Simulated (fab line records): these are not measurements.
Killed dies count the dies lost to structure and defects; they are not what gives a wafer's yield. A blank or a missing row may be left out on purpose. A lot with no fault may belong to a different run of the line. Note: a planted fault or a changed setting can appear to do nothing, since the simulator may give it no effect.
fab line records    flow sky130
record: lots: 5  wafers: 15  last-day: 49
route steps=708 shown DNWELL@41 PWDE@45 NWELL@56 PAD_OPEN@708
lots untouched by any fault: they come from a run of this same line in which no faults occurred
start-h: the number of hours between the record's first day and the start of the first shown wafer of the lot    wait-h: time in hours since the lot's previous step    " same as the row above    L1.1+2: several wafers, shown together as one row    - no value, or no start given    * or withheld: withheld    < > ~ a bound
route shown NAME@n: names a module that has steps shown in the file, with the first one's number in the route    usual: mean/standard deviation taken from wafers without a fault    same: alike in all rows    chamber/n: place in a boat    sites: readings site by site    _std_site: their standard deviation    _edge_site: the outer-site mean with the inner-site mean subtracted    radius-mm: for every site, how far away it sits from the centre of the wafer    mask NAME#n: copy n    behind: the most recent tool/chamber to have shaped the wafer    hold: why the lot was held/for how many hours/how that ended    device: the n, p or np transistor that did not switch    end of line: tests of these same wafers at the route's end    a step given without rows: its recipe and nothing more    killed: dies lost to structure and defects at the first sort, not the wafer's yield    map: dies across one wafer; x = killed, . = not, _ = none there
set.NAME: the setting as run; set.NAME@STEP: as run at that earlier step    model.NAME: the simulator's own value behind a step, which no gauge read
a table for each step, a row for each wafer; lots at some steps of the route
services: a tool's chamber out of use, with start hour (start-h, from the record's first day; less than 0 if before it), hours out, and reason
== steps ==
step: SKY_DNWELL_DEVELOP_06
recipe: wall-angle-deg: 90  developer: TMAH  develop-time-s: 60  dev-temp-c: 23
step: SKY_DNWELL_IMPLANT_07
recipe: species: P  energy-kev: withheld  dose-cm2: withheld  tilt-deg: withheld
step: SKY_DNWELL_STRIP_08
recipe: chemistry: O2/N2  power-w: 1400  pressure-mtorr: 1500  platen-temp-c: withheld  o2-flow-sccm: 3000  n2-flow-sccm: 300  overash-fraction: 0.5
step: SKY_PWDE_DEHYDRATE_00
recipe: temp-c: 200  time-s: 60
step: SKY_PWDE_HMDS_01
recipe: prime-time-s: 60  prime-temp-c: 120
step: SKY_PWDE_COAT_02
recipe: spin-rpm: 2000  resist-thk-nm: 3000
step: SKY_PWDE_SOFTBAKE_03
recipe: temp-c: 110  time-s: withheld
step: SKY_PWDE_EXPOSE_04
recipe: mask-id: PWDEM  na: 0.6  source-shape: conventional  sigma-outer: 0.6  polarization: unpolarized  target-cd-nm: 840  dose-mj: 214
step: SKY_PWDE_PEB_05
recipe: temp-c: 115  time-s: withheld
step: SKY_PWDE_DEVELOP_06
recipe: wall-angle-deg: 90  developer: TMAH  develop-time-s: 60  dev-temp-c: 23
step: SKY_PWDE_IMPLANT_08
recipe: species: B  energy-kev: 150  dose-cm2: 3.6e+12  tilt-deg: withheld
usual: end-station-pressure-torr: 5.01e-06/2.6e-07
lot.wafer  tool          chamber  start-h  wait-h  end-station-pressure-torr
L179.2     implanter-02  0        80.04    0.0     5.28e-06
L179.5     "             0        "        "       4.93e-06
L179.6     "             0        "        "       5.14e-06
L186.1     implanter-02  0        125.17   0.0     5.21e-06
L186.2     "             0        "        "       4.73e-06
L186.5     "             0        "        "       4.42e-06
L186.1     implanter-02  0        125.48   0.3     4.91e-06
L186.2     "             0        "        "       4.68e-06
L186.5     "             0        "        "       4.98e-06
L187.2     implanter-01  0        126.19   0.0     4.89e-06
L187.4     "             0        "        "       4.78e-06
L187.6     "             0        "        "       5.17e-06
L187.2     implanter-01  0        126.51   0.3     5.32e-06
L187.4     "             0        "        "       4.87e-06
L187.6     "             0        "        "       4.74e-06
L191.1     implanter-04  0        151.24   0.0     5.23e-06
L191.2     "             0        "        "       5.1e-06
L191.3     "             0        "        "       4.98e-06
L191.1     implanter-04  0        151.56   0.3     5.19e-06
L191.2     "             0        "        "       4.96e-06
L191.3     "             0        "        "       5.23e-06
L195.2     implanter-04  0        177.54   0.0     4.74e-06
L195.3     "             0        "        "       5.57e-06
L195.5     "             0        "        "       4.91e-06
step: SKY_PWDE_STRIP_09
recipe: chemistry: O2/N2  power-w: 1400  pressure-mtorr: 1500  platen-temp-c: withheld  o2-flow-sccm: 3000  n2-flow-sccm: 300  overash-fraction: 0.5
step: SKY_PWDE_TW_MEAS_10
usual: PWDE_TW: 375/4.4
lot.wafer  tool           chamber  start-h  wait-h  PWDE_TW
L179.2     film-metro-03  -        80.28    0.1     373
L179.5     "              -        "        "       371
L179.6     "              -        "        "       373
L186.1     film-metro-03  -        125.81   0.1     457
L186.2     "              -        "        "       459
L186.5     "              -        "        "       458
L187.2     film-metro-01  -        126.74   0.1     469
L187.4     "              -        "        "       467
L187.6     "              -        "        "       468
L191.1     film-metro-04  -        151.81   0.1     463
L191.2     "              -        "        "       463
L191.3     "              -        "        "       468
L195.2     film-metro-01  -        177.78   0.1     378
L195.3     "              -        "        "       380
L195.5     "              -        "        "       381
step: SKY_NWELL_DEHYDRATE_03
recipe: temp-c: 200  time-s: 60
step: SKY_NWELL_HMDS_04
recipe: prime-time-s: 60  prime-temp-c: 120
step: SKY_NWELL_COAT_05
recipe: spin-rpm: 2000  resist-thk-nm: 3000
step: SKY_NWELL_SOFTBAKE_06
recipe: temp-c: 110  time-s: withheld
step: SKY_NWELL_EXPOSE_07
recipe: mask-id: NWM  na: 0.6  source-shape: conventional  sigma-outer: 0.6  polarization: unpolarized  target-cd-nm: 840  dose-mj: 255
step: SKY_NWELL_PEB_08
recipe: temp-c: 115  time-s: withheld
step: SKY_NWELL_DEVELOP_09
recipe: wall-angle-deg: 90  developer: TMAH  develop-time-s: 60  dev-temp-c: 23
step: SKY_NWELL_IMPLANT_11
recipe: species: P  energy-kev: 400  dose-cm2: 1.9e+13  tilt-deg: withheld
step: SKY_NWELL_IMPLANT_12
recipe: species: P  energy-kev: 120  dose-cm2: 1.3e+12  tilt-deg: withheld
step: SKY_NWELL_IMPLANT_13
recipe: species: P  energy-kev: 50  dose-cm2: 7e+11  tilt-deg: withheld
step: SKY_NWELL_STRIP_14
recipe: chemistry: O2/N2  power-w: 1400  pressure-mtorr: 1500  platen-temp-c: withheld  o2-flow-sccm: 3000  n2-flow-sccm: 300  overash-fraction: 0.5
step: SKY_NWELL_DEHYDRATE_16
recipe: temp-c: 200  time-s: 60
step: SKY_NWELL_HMDS_17
recipe: prime-time-s: 60  prime-temp-c: 120
step: SKY_NWELL_COAT_18
recipe: spin-rpm: 2000  resist-thk-nm: 3000
step: SKY_NWELL_SOFTBAKE_19
recipe: temp-c: 110  time-s: withheld
step: SKY_NWELL_EXPOSE_20
recipe: mask-id: NWM_COMPLEMENT  na: 0.6  source-shape: conventional  sigma-outer: 0.6  polarization: unpolarized  target-cd-nm: 840  dose-mj: 260
step: SKY_NWELL_PEB_21
recipe: temp-c: 115  time-s: withheld
step: SKY_NWELL_DEVELOP_22
recipe: wall-angle-deg: 90  developer: TMAH  develop-time-s: 60  dev-temp-c: 23
step: SKY_NWELL_IMPLANT_24
recipe: species: B  energy-kev: 140  dose-cm2: 9.2e+12  tilt-deg: withheld
step: SKY_NWELL_STRIP_25
recipe: chemistry: O2/N2  power-w: 1400  pressure-mtorr: 1500  platen-temp-c: withheld  o2-flow-sccm: 3000  n2-flow-sccm: 300  overash-fraction: 0.5
step: SKY_NWELL_CLEAN_27
recipe: chemistry: SC1/SC2  mix: 1:4:20  temp-c: 70  time-s: 150  dry: n2-spin
step: SKY_NWELL_RTA_28
recipe: temp-c: 1050  time-s: 30  idle-temp-c: 650  ramp-up-c-per-s: 150  ramp-down-c-per-s: 90  ambient: N2
step: SKY_NWELL_RS_MEAS_31
recipe: thk-meas-gauge: four-point-probe
usual: PWDE_RS: 5273/16
lot.wafer  tool           chamber  start-h  wait-h  PWDE_RS[ohm/sq]
L179.2     film-metro-04  -        117.36   0.1     5263
L179.5     "              -        "        "       5286
L179.6     "              -        "        "       5275
L186.1     film-metro-03  -        163.86   0.1     3118
L186.2     "              -        "        "       3109
L186.5     "              -        "        "       3122
L187.2     film-metro-03  -        165.12   0.1     3125
L187.4     "              -        "        "       3120
L187.6     "              -        "        "       3144
L191.1     film-metro-04  -        191.24   0.1     3114
L191.2     "              -        "        "       3119
L191.3     "              -        "        "       3118
L195.2     film-metro-01  -        221.07   0.1     5262
L195.3     "              -        "        "       5267
L195.5     "              -        "        "       5264
step: SKY_PAD_OPEN_PROBE_99
usual: killed_at_M0_to_M3: 42/6.6  killed_at_M4_up: 3.1/1.9  killed-at-contacts: 24/5.6  killed-at-front-end: 15/4.8  killed-at-other: 0.3/0.48  killed-dies: 84/10  killed-on-rim: 16/3.9  killed-open: 47/6.8  killed-short: 37/6.8
same: gross-dies: 492  killed-at-back-side: 0
lot.wafer  tool       chamber  start-h  wait-h  killed_at_M0_to_M3  killed_at_M4_up  killed-at-contacts  killed-at-front-end  killed-at-other  killed-dies  killed-on-rim  killed-open  killed-short  model.etest.res_p_drift_20v.line-ohm-um  model.etest.res_p_drift_20v.rs-ohm-sq  model.etest.res-pwde-under-gate.rs-ohm-sq
L179.2     prober-01  -        1088.77  0.1     44                  6                26                  21                   0                97           15             46           51            1.167e+04                                9676                                   6178
L179.5     prober-01  -        1088.92  0.2     42                  2                30                  25                   0                99           19             53           46            1.097e+04                                9043                                   6237
L179.6     prober-01  -        1088.97  0.2     50                  7                16                  22                   2                97           21             46           51            1.133e+04                                9364                                   6161
L186.1     prober-02  -        1136.51  0.1     36                  3                28                  11                   0                78           13             37           41            6243                                     5254                                   3332
L186.2     prober-02  -        1136.56  0.1     37                  3                17                  13                   0                70           14             33           37            6715                                     5664                                   3307
L186.5     prober-02  -        1136.71  0.2     43                  4                28                  17                   0                92           19             53           39            6334                                     5227                                   3313
L187.2     prober-01  -        1137.85  0.1     35                  8                25                  17                   0                85           12             50           35            6191                                     5205                                   3381
L187.4     prober-01  -        1137.95  0.2     47                  1                22                  18                   0                88           22             50           38            5919                                     4951                                   3341
L187.6     prober-01  -        1138.05  0.2     57                  3                27                  21                   0                108          20             57           51            5960                                     5065                                   3385
L191.1     prober-01  -        1157.46  0.1     46                  2                30                  11                   1                90           14             52           38            6767                                     5604                                   3374
L191.2     prober-01  -        1157.51  0.1     35                  5                26                  13                   0                79           15             36           43            6398                                     5272                                   3357
L191.3     prober-01  -        1157.56  0.2     40                  3                25                  15                   0                83           15             46           37            6517                                     5278                                   3351
L195.2     prober-01  -        1180.78  0.1     44                  1                34                  16                   1                96           23             58           38            1.13e+04                                 9421                                   6189
L195.3     prober-01  -        1180.83  0.2     35                  4                32                  21                   1                93           15             56           37            1.155e+04                                9738                                   6207
L195.5     prober-01  -        1180.93  0.2     53                  4                31                  21                   1                110          24             56           54            1.127e+04                                9519                                   6204
killed by level:class
L179.2 VIA3:geometric-particle:open=9 VIA1:geometric-particle:open=8 CONTACT:geometric-particle:short=7 POLY_GATE:geometric-particle:short=7 LOCAL_INTERCONNECT:geometric-particle:short=7 POLY_GATE:geometric-particle:open=6 CONTACT:geometric-particle:open=6 METAL1:geometric-particle:short=5
L179.5 VIA1:geometric-particle:open=11 CONTACT:geometric-particle:short=11 LI_CONTACT:geometric-particle:open=10 FIELD_ISO:geometric-particle:open=8 VIA2:geometric-particle:open=6 POLY_GATE:geometric-particle:short=5 METAL1:geometric-particle:short=5 POLY_GATE:geometric-particle:open=4
L179.6 VIA1:geometric-particle:open=14 VIA2:geometric-particle:short=7 METAL2:geometric-particle:short=6 FIELD_ISO:geometric-particle:short=5 LI_CONTACT:geometric-particle:open=5 VIA2:geometric-particle:open=5 FIELD_ISO:geometric-particle:open=4 POLY_GATE:geometric-particle:short=4
L186.1 METAL2:geometric-particle:short=9 VIA1:geometric-particle:open=8 LI_CONTACT:geometric-particle:open=8 CONTACT:geometric-particle:open=7 LI_CONTACT:geometric-particle:short=5 LOCAL_INTERCONNECT:geometric-particle:short=5 VIA1:geometric-particle:short=4 METAL2:geometric-particle:open=3
L186.2 METAL1:geometric-particle:short=9 VIA3:geometric-particle:open=6 LI_CONTACT:geometric-particle:open=5 METAL2:geometric-particle:short=4 CONTACT:geometric-particle:open=4 METAL3:geometric-particle:short=4 VIA2:geometric-particle:short=4 FIELD_ISO:geometric-particle:short=3
L186.5 VIA2:geometric-particle:open=10 CONTACT:geometric-particle:open=10 FIELD_ISO:geometric-particle:short=8 VIA3:geometric-particle:open=8 CONTACT:geometric-particle:short=8 LI_CONTACT:geometric-particle:open=7 METAL1:geometric-particle:short=6 METAL2:geometric-particle:short=6
L187.2 VIA1:geometric-particle:open=13 CONTACT:geometric-particle:open=10 METAL4:geometric-particle:short=8 VIA2:geometric-particle:open=7 LI_CONTACT:geometric-particle:open=6 POLY_GATE:geometric-particle:short=5 FIELD_ISO:geometric-particle:open=4 METAL1:geometric-particle:short=4
L187.4 VIA1:geometric-particle:open=11 CONTACT:geometric-particle:open=10 POLY_GATE:geometric-particle:short=9 VIA3:geometric-particle:open=9 LI_CONTACT:geometric-particle:open=6 METAL1:geometric-particle:short=6 FIELD_ISO:geometric-particle:short=5 POLY_GATE:geometric-particle:open=4
L187.6 VIA1:geometric-particle:open=15 VIA3:geometric-particle:open=13 METAL1:geometric-particle:short=9 LI_CONTACT:geometric-particle:open=7 CONTACT:geometric-particle:open=7 FIELD_ISO:geometric-particle:open=6 POLY_GATE:geometric-particle:short=6 CONTACT:geometric-particle:short=5
L191.1 VIA1:geometric-particle:open=11 METAL2:geometric-particle:short=11 CONTACT:geometric-particle:open=10 VIA3:geometric-particle:open=9 LI_CONTACT:geometric-particle:open=7 FIELD_ISO:geometric-particle:open=4 LI_CONTACT:geometric-particle:short=4 CONTACT:geometric-particle:short=4
L191.2 LI_CONTACT:geometric-particle:open=7 CONTACT:geometric-particle:short=7 CONTACT:geometric-particle:open=7 METAL2:geometric-particle:short=6 METAL1:geometric-particle:short=5 VIA1:geometric-particle:open=5 VIA2:geometric-particle:open=5 POLY_GATE:geometric-particle:short=4
L191.3 VIA1:geometric-particle:open=14 VIA1:geometric-particle:short=8 CONTACT:geometric-particle:open=7 VIA3:geometric-particle:open=6 FIELD_ISO:geometric-particle:short=5 LI_CONTACT:geometric-particle:short=5 FIELD_ISO:geometric-particle:open=4 LI_CONTACT:geometric-particle:open=4
L195.2 LI_CONTACT:geometric-particle:open=13 CONTACT:geometric-particle:open=10 VIA3:geometric-particle:open=10 VIA2:geometric-particle:open=7 VIA1:geometric-particle:open=7 FIELD_ISO:geometric-particle:open=6 VIA1:geometric-particle:short=6 CONTACT:geometric-particle:short=5
L195.3 LI_CONTACT:geometric-particle:open=12 CONTACT:geometric-particle:open=12 VIA1:geometric-particle:open=7 VIA1:geometric-particle:short=7 POLY_GATE:geometric-particle:open=6 VIA3:geometric-particle:open=6 FIELD_ISO:geometric-particle:open=4 LOCAL_INTERCONNECT:geometric-particle:short=4
L195.5 VIA2:geometric-particle:open=12 VIA3:geometric-particle:open=11 LOCAL_INTERCONNECT:geometric-particle:short=9 LI_CONTACT:geometric-particle:open=7 FIELD_ISO:geometric-particle:short=6 CONTACT:geometric-particle:open=6 VIA1:geometric-particle:short=6 POLY_GATE:geometric-particle:open=5
== services ==
tool          chamber  start-h  hours  kind
implanter-02  -        76.17    1.7    repair
implanter-04  -        92.97    3.8    repair
implanter-01  -        105.78   8.2    repair
implanter-02  -        111.44   2.6    repair
implanter-01  -        133.49   8.2    repair
== key ==
first-sign: step: SKY_PWDE_IMPLANT_08  reading: visit  direction: added
effect: step: SKY_PWDE_TW_MEAS_10  reading: PWDE_TW  direction: up  sigmas: 20  usual: 375  struck: 464
effect: step: SKY_NWELL_RS_MEAS_31  reading: PWDE_RS  direction: down  sigmas: 99+  usual: 5273  struck: 3121
model-effect: step: SKY_PAD_OPEN_PROBE_99  value: etest.res_p_drift_20v.line-ohm-um  without: 1.135e+04  struck: 6338
met-at SKY_PWDE_IMPLANT_08
struck-wafers L186.1,L186.2,L186.5,L187.2,L187.4,L187.6,L191.1,L191.2,L191.3
tester-left-out L186,L187,L191
fault: kind: repeated-step-whole  tool: implanter-01,implanter-02,implanter-04  chamber: -  onset-h: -  steps: SKY_PWDE_IMPLANT_08  times: 1  scope: struck-lots-only
tester-left-out: of these lots the tester's yield and bins aren't shown, on N5 and GAA mostly nor the transistor test; their killed dies are dies lost to structure and defects alone, not to doping, threshold or leakage, so they don't give the yield
